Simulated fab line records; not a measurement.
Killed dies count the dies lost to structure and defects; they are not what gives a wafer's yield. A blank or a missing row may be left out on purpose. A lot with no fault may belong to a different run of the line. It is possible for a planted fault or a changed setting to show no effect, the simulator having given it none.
Which tool did it? || flow gf180mcu || 6 lots with 18 wafers sampled at 3 steps, on a route of 602 steps

WHAT THE GAUGES READ, wafer by wafer
GF_PSD_RS_MEAS_14: the measuring method here is four-point-probe.
{"lot": "L215", "measured": "day 15 17:15", "on": "filmMetro-03", "NSD_RS (ohm/sq)": "46.18 46.14 46.15"}
{"lot": "L217", "measured": "day 16 00:40", "on": "filmMetro-04", "NSD_RS (ohm/sq)": "46.23 46.18 46.32"}
{"lot": "L219", "measured": "day 16 20:07", "on": "filmMetro-03", "NSD_RS (ohm/sq)": "46.13 46.10 46.14"}
{"lot": "L223", "measured": "day 18 00:58", "on": "filmMetro-04", "NSD_RS (ohm/sq)": "46.27 46.30 46.29"}
{"lot": "L230", "measured": "day 20 19:49", "on": "filmMetro-02", "NSD_RS (ohm/sq)": "46.04 46.05 46.11"}
{"lot": "L234", "measured": "day 21 20:33", "on": "filmMetro-04", "NSD_RS (ohm/sq)": "46.20 46.22 46.16"}

WHAT TOOL EACH LOT RAN ON (gives the tool, then ch and the chambers of the sampled wafers, and finally the start)
{"lot": "L215", "GF_NSD_IMPLANT_10": "implanter-03 ch 0, day 14 19:52", "GF_NSD_STRIP_11": "plasmaAsher-03 ch 0,1, day 14 20:01"}
{"lot": "L217", "GF_NSD_IMPLANT_10": "implanter-03 ch 0, day 15 02:20", "GF_NSD_STRIP_11": "plasmaAsher-04 ch 0,1, day 15 02:28"}
{"lot": "L219", "GF_NSD_IMPLANT_10": "implanter-01 ch 0, day 15 21:05", "GF_NSD_STRIP_11": "plasmaAsher-03 ch 0,1, day 15 21:13"}
{"lot": "L223", "GF_NSD_IMPLANT_10": "implanter-01 ch 0, day 17 01:31", "GF_NSD_STRIP_11": "plasmaAsher-02 ch 0,1, day 17 01:40"}
{"lot": "L230", "GF_NSD_IMPLANT_10": "implanter-03 ch 0, day 19 19:10", "GF_NSD_STRIP_11": "plasmaAsher-03 ch 0,1, day 19 19:19"}
{"lot": "L234", "GF_NSD_IMPLANT_10": "implanter-01 ch 0, day 20 19:49", "GF_NSD_STRIP_11": "plasmaAsher-03 ch 0,1, day 20 19:58"}
- GF_NSD_IMPLANT_10
- GF_NSD_STRIP_11: strips in O2/N2.

THE ANSWER, worked out from the rows above alone
Rule: the usual values come from the lots themselves. The widest of any qualifying gaps counts: lots, ordered by their means at a reading, are off when they make up no more than a third of the lots, leave a main group of 4 or more, and stand apart from it by 3 or more times the standard deviation of that group's means. A main group whose means are all the same, to the digits that the tables above print for the reading, isn't used. Also off: a lot with no number at a reading for which 4 or more lots have one. Any other lot the step has rows for is counted as sound.
Across all readings shown, no lot is off: no conclusion can be drawn from this.

WHAT WAS PUT IN BY THE SIMULATOR
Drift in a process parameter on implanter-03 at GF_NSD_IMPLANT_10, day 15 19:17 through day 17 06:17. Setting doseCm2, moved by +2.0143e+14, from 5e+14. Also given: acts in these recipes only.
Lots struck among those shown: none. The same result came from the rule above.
